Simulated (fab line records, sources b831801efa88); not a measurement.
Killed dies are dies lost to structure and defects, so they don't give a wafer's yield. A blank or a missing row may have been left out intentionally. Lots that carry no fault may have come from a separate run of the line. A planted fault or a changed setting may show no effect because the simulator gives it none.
Commonality check across tools / flow sky130 / 13 lots and 39 wafers in the sample

WHY THIS WAS OPENED
Of 13 lots, 2 have the reading POLY_GATE_OVL flagged at SKY_POLY_GATE_OVL_MEAS_14. Wafers without a fault read 0 nm, standard deviation 5.6.
Rule: a lot gets a flag if all its wafers with a number sit over 4 standard deviations from that mean, or if no wafer of it has a number. All remaining lots are regarded as sound.

lot=L858; measured=day 16 09:07; on=overlay-02; POLY_GATE_OVL (nm), wafer by wafer=-5 -10 -1; flag=
lot=L859; measured=day 16 14:49; on=overlay-01; POLY_GATE_OVL (nm), wafer by wafer=6 -10 -6; flag=
lot=L860; measured=day 17 05:04; on=overlay-02; POLY_GATE_OVL (nm), wafer by wafer=4 -3 5; flag=
lot=L864; measured=day 18 18:24; on=overlay-02; POLY_GATE_OVL (nm), wafer by wafer=-3 1 -1; flag=
lot=L865; measured=day 19 03:36; on=overlay-02; POLY_GATE_OVL (nm), wafer by wafer=3 2 7; flag=
lot=L866; measured=day 19 08:09; on=overlay-01; POLY_GATE_OVL (nm), wafer by wafer=-1 -6 3; flag=
lot=L867; measured=day 19 17:12; on=overlay-01; POLY_GATE_OVL (nm), wafer by wafer=-4 4 -2; flag=
lot=L868; measured=day 20 02:30; on=overlay-02; POLY_GATE_OVL (nm), wafer by wafer=-1 1 -4; flag=
lot=L873; measured=day 21 20:12; on=overlay-01; POLY_GATE_OVL (nm), wafer by wafer=1 -8 -4; flag=
lot=L872; measured=day 21 20:55; on=overlay-02; POLY_GATE_OVL (nm), wafer by wafer=37 38 36; flag=FLAGGED
lot=L875; measured=day 22 18:12; on=overlay-01; POLY_GATE_OVL (nm), wafer by wafer=4 3 2; flag=
lot=L878; measured=day 23 19:40; on=overlay-01; POLY_GATE_OVL (nm), wafer by wafer=33 32 36; flag=FLAGGED
lot=L881; measured=day 25 01:10; on=overlay-02; POLY_GATE_OVL (nm), wafer by wafer=-12 -1 -10; flag=
Average over the flagged lots: 35 nm; offset from the usual +35 nm, equal to +6 standard deviations.

LOT BY LOT: THE TOOL USED
The record holds 1 process step before the reading, out of a route of 708 steps. Each cell gives the tool, then ch followed by the chambers the sampled wafers passed through, then the start.
lot=L858; flag=; SKY_POLY_GATE_EXPOSE_10=krfScanner-02 ch 0, day 15 19:05
lot=L859; flag=; SKY_POLY_GATE_EXPOSE_10=krfScanner-02 ch 0, day 16 00:50
lot=L860; flag=; SKY_POLY_GATE_EXPOSE_10=krfScanner-02 ch 0, day 16 14:26
lot=L864; flag=; SKY_POLY_GATE_EXPOSE_10=krfScanner-02 ch 0, day 18 04:40
lot=L865; flag=; SKY_POLY_GATE_EXPOSE_10=krfScanner-02 ch 0, day 18 11:56
lot=L866; flag=; SKY_POLY_GATE_EXPOSE_10=krfScanner-01 ch 0, day 18 16:37
lot=L867; flag=; SKY_POLY_GATE_EXPOSE_10=krfScanner-01 ch 0, day 19 01:44
lot=L868; flag=; SKY_POLY_GATE_EXPOSE_10=krfScanner-01 ch 0, day 19 11:32
lot=L873; flag=; SKY_POLY_GATE_EXPOSE_10=krfScanner-02 ch 0, day 21 04:29
lot=L872; flag=FLAGGED; SKY_POLY_GATE_EXPOSE_10=krfScanner-01 ch 0, day 21 05:52
lot=L875; flag=; SKY_POLY_GATE_EXPOSE_10=krfScanner-02 ch 0, day 22 03:14
lot=L878; flag=FLAGGED; SKY_POLY_GATE_EXPOSE_10=krfScanner-01 ch 0, day 23 04:16
lot=L881; flag=; SKY_POLY_GATE_EXPOSE_10=krfScanner-02 ch 0, day 24 10:31
What is done by these steps:
- SKY_POLY_GATE_EXPOSE_10: exposes mask P1M, target cd 150 nm.
- SKY_POLY_GATE_OVL_MEAS_14

FLAGGED AGAINST TOTAL, ONE TOOL AT A TIME (gauges that did the reading follow at the end)
step=SKY_POLY_GATE_EXPOSE_10; tool=krfScanner-01; lots run=5; flagged=2; share of the flagged lots=all; sound lots run after its first flagged lot=0
step=SKY_POLY_GATE_EXPOSE_10; tool=krfScanner-02; lots run=8; flagged=0; share of the flagged lots=none; sound lots run after its first flagged lot=-
step=SKY_POLY_GATE_OVL_MEAS_14; tool=overlay-01; lots run=6; flagged=1; share of the flagged lots=some; sound lots run after its first flagged lot=0
step=SKY_POLY_GATE_OVL_MEAS_14; tool=overlay-02; lots run=7; flagged=1; share of the flagged lots=some; sound lots run after its first flagged lot=1 (L881)

WHAT THE TABLE ALLOWS
1 row of the table ran every flagged lot: krfScanner-01 at SKY_POLY_GATE_EXPOSE_10.
- krfScanner-01 at SKY_POLY_GATE_EXPOSE_10: 2 of its 5 lots flagged. Its last sound lot is L868 (day 19 11:32), its first flagged lot L872 (day 21 05:52): a fault that began between those two fits.
Left over: one tool, krfScanner-01 at SKY_POLY_GATE_EXPOSE_10.

WHAT THE SIMULATOR HAD PUT IN
Scanner matching overlay: krfScanner-01, from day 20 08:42 on, at SKY_POLY_GATE_EXPOSE_10. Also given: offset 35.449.
Struck lots among those shown: L872, L878. The rule above found the same.
